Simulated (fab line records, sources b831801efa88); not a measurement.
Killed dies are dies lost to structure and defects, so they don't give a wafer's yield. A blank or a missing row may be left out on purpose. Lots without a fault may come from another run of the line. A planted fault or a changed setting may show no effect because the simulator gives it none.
fab line records | flow sky130
record lots=5 wafers=15 last_day=49
route steps=708 shown METAL1@446 VIA1@458 PAD_OPEN@708
lots that met no fault: from a run of the same line without faults
start_h: hours from the record's first day to the start of the lot's first wafer shown | wait_h: hours since the lot's step before | " the same as in the row above | L1.1+2: a row that stands for several wafers | - no value, or no start given | * or withheld: withheld | < > ~ a bound
route shown NAME@n: a module of which the file shows steps, and the number in the route of the first | usual: mean/standard deviation of fault-free wafers | same: alike in all rows | chamber/n: place in a boat | sites: the reading at each site | _std_site: their standard deviation | _edge_site: outer sites' mean less inner sites' | radius_mm: how far each site lies from the wafer's centre | mask NAME#n: copy n | behind: the tool/chamber that last shaped the wafer | hold: why the lot was held/for how many hours/how that ended | device: the transistor (n, p or np) that didn't switch | end of line: the same wafers' tests at the end of the route | a step without rows: its recipe alone | killed: dies lost to structure and defects at the first sort, not the wafer's yield | map: a wafer's dies, x killed, . not, _ none there
set.NAME: the setting as run; set.NAME@STEP: as run at that earlier step | model.NAME: the simulator's own value behind a step, which no gauge read
lots at some steps of the route; a table a step, a row a wafer
services: from which hour (start_h, from the record's first day; less than 0 if before it) a tool's chamber was out of use, for how many hours, and why
## steps
# step SKY_METAL1_EXPOSE_12
# recipe mask_id=MM1 na=0.8 source_shape=annular sigma_inner=0.55 sigma_outer=0.85 target_cd_nm=140 dose_mj=28
# step SKY_METAL1_PEB_13
# recipe peb_temp_c=withheld peb_time_s=withheld resist=KrF-thick
# step SKY_METAL1_DEVELOP_14
# recipe develop_time_s=60 resist=KrF-thick dev_temp_c=21
# step SKY_METAL1_CD_MEAS_15
# recipe target_cd_nm=140
# usual cd_nm=140.2/1.3
# columns lot.wafer tool chamber start_h wait_h cd_nm
L361.2 cd_sem-01 - 791.96 - 139.0
L361.3 " - " " 140.7
L361.6 " - " " 138.7
L363.1 cd_sem-02 - 815.80 - 138.8
L363.3 " - " " 139.0
L363.4 " - " " 139.2
L364.2 cd_sem-01 - 833.02 - 139.2
L364.3 " - " " 139.1
L364.6 " - " " 139.8
L377.1 cd_sem-01 - 904.31 - 140.0
L377.2 " - " " 138.4
L377.5 " - " " 138.0
L379.2 cd_sem-02 - 907.56 - 138.9
L379.3 " - " " 139.1
L379.6 " - " " 138.5
# step SKY_METAL1_OVL_MEAS_16
# usual METAL1_OVL=4/5.6
# columns lot.wafer tool chamber start_h wait_h METAL1_OVL[nm]
L361.2 overlay-01 - 792.07 0.1 6
L361.3 " - " " -1
L361.6 " - " " 9
L363.1 overlay-02 - 815.92 0.1 -5
L363.3 " - " " 2
L363.4 " - " " 4
L364.2 overlay-01 - 833.13 0.1 12
L364.3 " - " " -2
L364.6 " - " " 8
L377.1 overlay-02 - 904.43 0.1 13
L377.2 " - " " 0
L377.5 " - " " 12
L379.2 overlay-01 - 907.67 0.1 -4
L379.3 " - " " -2
L379.6 " - " " -1
# step SKY_METAL1_DESCUM_17
# recipe chemistry=O2 source_power_w=150 bias_power_w=0 pressure_mtorr=10 temp_c=40 time_s=8
# usual drypump_motor_current_A=6.00/0.2 oes_product_au=0.994/0.0078
# columns lot.wafer tool chamber start_h wait_h drypump_motor_current_A oes_product_au rf_hours_counter_h
L361.2 rie_metal-01 0 792.10 0.0 5.99 0.980 7
L361.3 " 1 " " 5.95 0.998 -
L361.6 " 0 " " 6.00 0.987 -
L363.1 rie_metal-01 0 815.96 0.0 6.05 0.988 7
L363.3 " 0 " " 5.98 0.994 -
L363.4 " 0 " " 6.00 0.999 -
L364.2 rie_metal-01 1 833.16 0.0 5.96 0.997 3
L364.3 " 1 " " 5.97 0.995 -
L364.6 " 0 " " 5.96 0.983 -
L377.1 rie_metal-01 0 904.47 0.0 5.98 0.999 13
L377.2 " 0 " " 5.98 0.985 -
L377.5 " 0 " " 5.98 0.996 -
L379.2 rie_metal-01 0 907.71 0.0 6.02 0.999 -
L379.3 " 0 " " 6.02 0.996 -
L379.6 " 0 " " 5.98 0.994 -
# step SKY_METAL1_ETCH_18
# recipe chemistry=N2/H2 target=BARC ion_energy_ev=200 bias_w=100 pressure_mtorr=30 n2_flow_sccm=100 h2_flow_sccm=200 icp_w=500 stop_on=SiO2 time_s=45.9 target_depth_a=600
# usual drypump_motor_current_A=6.01/0.21 oes_product_au=0.854/0.0047 throttle_valve_pct=13.224/0.0094
# columns lot.wafer tool chamber start_h wait_h drypump_motor_current_A oes_product_au rf_hours_counter_h throttle_valve_pct
L361.2 rie_metal-01 0 792.13 0.0 5.98 0.854 7 13.203
L361.3 " 1 " " 5.99 0.851 - 13.210
L361.6 " 0 " " 5.99 0.852 - 13.228
L363.1 rie_metal-01 0 816.02 0.1 6.00 0.847 7 13.229
L363.3 " 0 " " 6.01 0.850 - 13.220
L363.4 " 0 " " 5.98 0.849 - 13.222
L364.2 rie_metal-01 1 833.19 0.0 5.97 0.848 3 13.222
L364.3 " 1 " " 5.97 0.857 - 13.214
L364.6 " 0 " " 6.02 0.851 - 13.214
L377.1 rie_metal-01 0 904.53 0.1 5.98 0.852 13 13.207
L377.2 " 0 " " 5.99 0.858 - 13.218
L377.5 " 0 " " 6.00 0.859 - 13.240
L379.2 rie_metal-01 0 907.78 0.1 5.99 0.860 - 13.241
L379.3 " 0 " " 6.02 0.852 - 13.235
L379.6 " 0 " " 6.00 0.854 - 13.225
# step SKY_METAL1_METAL_ETCH_19
# recipe target_depth_a=3600 stop_on=SiO2 over_etch_frac=0.3 time_s=78 chemistry=Cl2/BCl3 resist_sidewall_deg=88 pressure_mtorr=10 icp_w=900 bias_w=48.5 Cl2_flow_sccm=60 bcl3_flow_sccm=30
# usual drypump_motor_current_A=6.00/0.21 oes_product_au=0.855/0.0054 throttle_valve_pct=22.265/0.0082
# columns lot.wafer tool chamber start_h wait_h drypump_motor_current_A oes_product_au rf_hours_counter_h throttle_valve_pct
L361.2 rie_metal-01 0 792.19 0.0 5.98 0.859 7 22.260
L361.3 " 1 " " 5.97 0.861 - 22.256
L361.6 " 0 " " 6.01 0.858 - 22.262
L363.1 rie_metal-01 0 816.15 0.1 6.02 0.855 7 22.259
L363.3 " 0 " " 5.96 0.850 - 22.275
L363.4 " 0 " " 5.99 0.855 - 22.272
L364.2 rie_metal-01 1 833.25 0.0 5.94 0.854 3 22.254
L364.3 " 1 " " 5.96 0.843 - 22.271
L364.6 " 0 " " 5.98 0.851 - 22.274
L377.1 rie_metal-01 0 904.66 0.1 5.96 0.864 14 22.287
L377.2 " 0 " " 5.98 0.859 - 22.266
L377.5 " 0 " " 5.98 0.866 - 22.267
L379.2 rie_metal-01 0 907.92 0.1 5.98 0.860 - 22.273
L379.3 " 0 " " 5.98 0.861 - 22.266
L379.6 " 0 " " 6.01 0.866 - 22.268
# step SKY_METAL1_STRIP_20
# recipe chemistry=O2/N2 power_w=1400 pressure_mtorr=1500 platen_temp_c=withheld o2_flow_sccm=3000 n2_flow_sccm=300 overash_fraction=0.5
# usual drypump_motor_current_A=5.6/0.52 oes_product_au=0.344/0.0047 strip_time_to_endpoint_s=2.72/0.035
# same overash_fraction=0.5
# columns lot.wafer tool chamber start_h wait_h drypump_motor_current_A oes_product_au rf_hours_counter_h strip_time_to_endpoint_s
L361.2 plasma_asher-02 0 792.28 0.1 4.8 0.354 65 2.76
L361.3 " 0 " " 4.7 0.348 - 2.74
L361.6 " 0 " " 4.7 0.342 - 2.75
L363.1 plasma_asher-04 0 816.33 0.1 5.2 0.336 7 2.71
L363.3 " 0 " " 5.2 0.344 - 2.75
L363.4 " 1 " " 6.0 0.346 - 2.75
L364.2 plasma_asher-01 1 833.34 0.1 6.2 0.340 39 2.69
L364.3 " 1 " " 6.2 0.343 - 2.73
L364.6 " 0 " " 5.2 0.334 - 2.73
L377.1 plasma_asher-02 0 904.84 0.1 4.7 0.347 73 2.72
L377.2 " 1 " " 5.9 0.345 73 2.74
L377.5 " 1 " " 5.8 0.341 - 2.75
L379.2 plasma_asher-02 1 908.07 0.1 5.9 0.346 73 2.72
L379.3 " 1 " " 5.9 0.342 - 2.74
L379.6 " 1 " " 5.9 0.349 - 2.75
# step SKY_METAL1_STRIP_21
# recipe chemistry=post_etch_residue_remover time_s=1200 temp_c=72.5
# step SKY_METAL1_CLEAN_22
# recipe chemistry=IPA time_s=180 temp_c=25
# step SKY_METAL1_CLEAN_23
# recipe chemistry=O3/DIW dry=n2_spin
# step SKY_VIA1_HDPCVD_00
# recipe material=SiO2 target_thk_nm=1030 sigma_open_frac=0.3 time_s=171.7 temp_c=400 sih4_flow_sccm=60 pressure_mtorr=6
# usual run_length_s=199.5/0.69
# columns lot.wafer tool chamber start_h wait_h run_length_s model.SiO2_of_VIA1_HDPCVD_00.thk_nm
L361.2 hdpcvd-02 2 792.88 0.0 200.7 1035
L361.3 " 0 " " 199.7 1046
L361.6 " 2 " " 200.5 1037
L363.1 hdpcvd-01 0 816.96 0.0 198.4 995.6
L363.3 " 2 " " 198.8 1006
L363.4 " 0 " " 198.8 999.9
L364.2 hdpcvd-02 1 833.97 0.0 199.6 1023
L364.3 " 0 " " 177.1 895.8
L364.6 " 1 " " 199.1 1025
L377.1 hdpcvd-01 2 905.43 0.0 198.8 1029
L377.2 " 1 " " 199.7 1031
L377.5 " 2 " " 199.0 1030
L379.2 hdpcvd-01 2 908.66 0.0 199.4 1037
L379.3 " 1 " " 199.2 1023
L379.6 " 1 " " 199.9 1021
# step SKY_VIA1_THK_MEAS_01
# recipe reads=SiO2_of_VIA1_HDPCVD_00
# usual VIA1_HDPCVD_THK=1026/11
# columns lot.wafer tool chamber start_h wait_h VIA1_HDPCVD_THK[nm]
L361.2 film_metro-03 - 793.00 0.1 1035
L361.3 " - " " 1046
L361.6 " - " " 1037
L363.1 film_metro-03 - 817.07 0.1 996
L363.3 " - " " 1006
L363.4 " - " " 1000
L364.2 film_metro-02 - 834.10 0.1 1023
L364.3 " - " " 896
L364.6 " - " " 1025
L377.1 film_metro-03 - 905.54 0.1 1029
L377.2 " - " " 1030
L377.5 " - " " 1030
L379.2 film_metro-01 - 908.78 0.1 1036
L379.3 " - " " 1023
L379.6 " - " " 1021
# step SKY_VIA1_CMP_02
# recipe material=SiO2 down_force_psi=4 platen_rpm=60 pad_velocity_m_s=0.94248
# usual motor_current_A=11.9/1.8
# columns lot.wafer tool chamber start_h wait_h motor_current_A
L361.3 cmp-01 1 793.05 0.0 13.2
L361.2 " 3 " " 10.5
L361.6 " 2 " " 11.9
L363.4 cmp-01 2 817.13 0.0 12.7
L363.1 " 0 " " 8.5
L363.3 " 1 " " 12.9
L364.2 cmp-01 3 834.15 0.0 10.2
L364.3 " 1 " " 12.8
L364.6 " 0 " " 9.0
L377.2 cmp-01 0 905.60 0.0 8.7
L377.1 " 1 " " 12.3
L377.5 " 0 " " 9.2
L379.3 cmp-02 2 908.88 0.1 15.4
L379.2 " 0 " " 11.5
L379.6 " 1 " " 10.9
# step SKY_PAD_OPEN_PROBE_99
# usual defect_limited_yield=82.3/1.8 killed_at_M0_to_M3=44/6.9 killed_at_M4_up=3.3/1.7 killed_at_contacts=24/5.5 killed_at_front_end=16/4.5 killed_at_other=0.2/0.46 killed_dies=87/9.1 killed_open=48/7.3 killed_short=39/6.2 sort_bin_3_pad_short=0.9/0.4 sort_bin_5_function=10.4/1.5 sort_bin_6_memory=6.4/1.2 sort_n_pass=405/9.1 sort_yield_pct=82.3/1.8
# same gross_dies=492 killed_at_back_side=0 sort_bin_4_leakage[%]=0 sort_bin_8_speed[%]=0
# columns lot.wafer tool chamber start_h wait_h defect_limited_yield[%] killed_at_M0_to_M3 killed_at_M4_up killed_at_contacts killed_at_front_end killed_at_other killed_dies killed_open killed_short sort_bin_3_pad_short[%] sort_bin_5_function[%] sort_bin_6_memory[%] sort_n_pass sort_yield_pct[%]
L363.1 prober-01 - 1114.59 0.1 81.7 40 2 31 17 0 90 51 39 0.8 9.6 7.9 402 81.7
L363.3 prober-01 - 1114.69 0.2 87.4 36 3 13 10 0 62 30 32 0.4 9.3 2.8 430 87.4
L363.4 prober-01 - 1114.74 0.2 83.1 48 3 18 14 0 83 37 46 1.0 11.4 4.5 409 83.1
L364.2 prober-02 - 1126.46 0.1 80.1 36 3 39 19 1 98 65 33 0.8 13.2 5.9 394 80.1
L364.3 prober-02 - 1126.51 0.2 78.3 49 2 36 20 0 107 60 47 0.6 11.0 10.2 385 78.3
L364.6 prober-02 - 1126.66 0.2 80.3 50 2 21 24 0 97 44 53 1.4 10.6 7.7 395 80.3
# killed by level:class
L363.1 CONTACT:geometric_particle:open=12 VIA1:geometric_particle:open=9 VIA2:geometric_particle:open=9 CONTACT:geometric_particle:short=7 LI_CONTACT:geometric_particle:open=6 LOCAL_INTERCONNECT:geometric_particle:short=6 POLY_GATE:geometric_particle:open=5 METAL3:geometric_particle:short=5
L363.3 METAL2:geometric_particle:short=7 METAL1:geometric_particle:short=6 CONTACT:geometric_particle:open=6 VIA1:geometric_particle:open=5 VIA1:geometric_particle:short=4 VIA3:geometric_particle:open=4 SPACER:geometric_particle:open=3 LI_CONTACT:geometric_particle:open=3
L363.4 VIA1:geometric_particle:open=11 VIA1:geometric_particle:short=8 METAL2:geometric_particle:short=7 FIELD_ISO:geometric_particle:short=6 VIA3:geometric_particle:open=6 LI_CONTACT:geometric_particle:open=5 VIA3:geometric_particle:short=5 LI_CONTACT:geometric_particle:short=4
L364.2 CONTACT:geometric_particle:open=18 VIA1:geometric_particle:open=14 VIA2:geometric_particle:open=6 LI_CONTACT:geometric_particle:open=6 POLY_GATE:geometric_particle:open=5 FIELD_ISO:geometric_particle:short=4 FIELD_ISO:geometric_particle:open=4 POLY_GATE:geometric_particle:short=4
L364.3 VIA1:geometric_particle:open=17 CONTACT:geometric_particle:open=11 METAL1:geometric_particle:short=11 LI_CONTACT:geometric_particle:open=9 CONTACT:geometric_particle:short=7 POLY_GATE:geometric_particle:short=6 METAL2:geometric_particle:short=6 VIA2:geometric_particle:open=5
L364.6 VIA1:geometric_particle:open=10 METAL1:geometric_particle:short=10 FIELD_ISO:geometric_particle:short=7 POLY_GATE:geometric_particle:short=6 LI_CONTACT:geometric_particle:open=6 CONTACT:geometric_particle:open=6 METAL2:geometric_particle:short=6 VIA2:geometric_particle:open=5
## services
# columns tool chamber start_h hours kind
rie_metal-01 1 811.51 9.1 repair
plasma_asher-02 - 818.87 38.9 pm
cmp-02 - 829.58 0.8 repair
hdpcvd-01 - 831.59 0.2 repair
cmp-01 - 837.63 7.8 pm
rie_metal-01 1 838.27 71.5 repair
plasma_asher-02 - 864.68 1.4 repair
cmp-01 - 874.58 1.3 repair
plasma_asher-04 - 883.22 0.8 repair
## key
first_sign step=SKY_VIA1_HDPCVD_00 reading=run_length_s direction=down sigmas=33 usual=* struck=*
effect step=SKY_VIA1_THK_MEAS_01 reading=VIA1_HDPCVD_THK direction=down sigmas=12 usual=1026 struck=896
model_effect step=SKY_VIA1_HDPCVD_00 value=SiO2_of_VIA1_HDPCVD_00.thk_nm without=1027 struck=895.8
met_at SKY_VIA1_HDPCVD_00
struck_wafers L364.3
onset_between 792.88 833.97
fault kind=process_parameter_drift tool=hdpcvd-02 chamber=- onset_h=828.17 steps=SKY_VIA1_HDPCVD_00 channel=time_s offset=* shape=step end_h=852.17 scope=struck_wafers_only acts_in=* stated=*
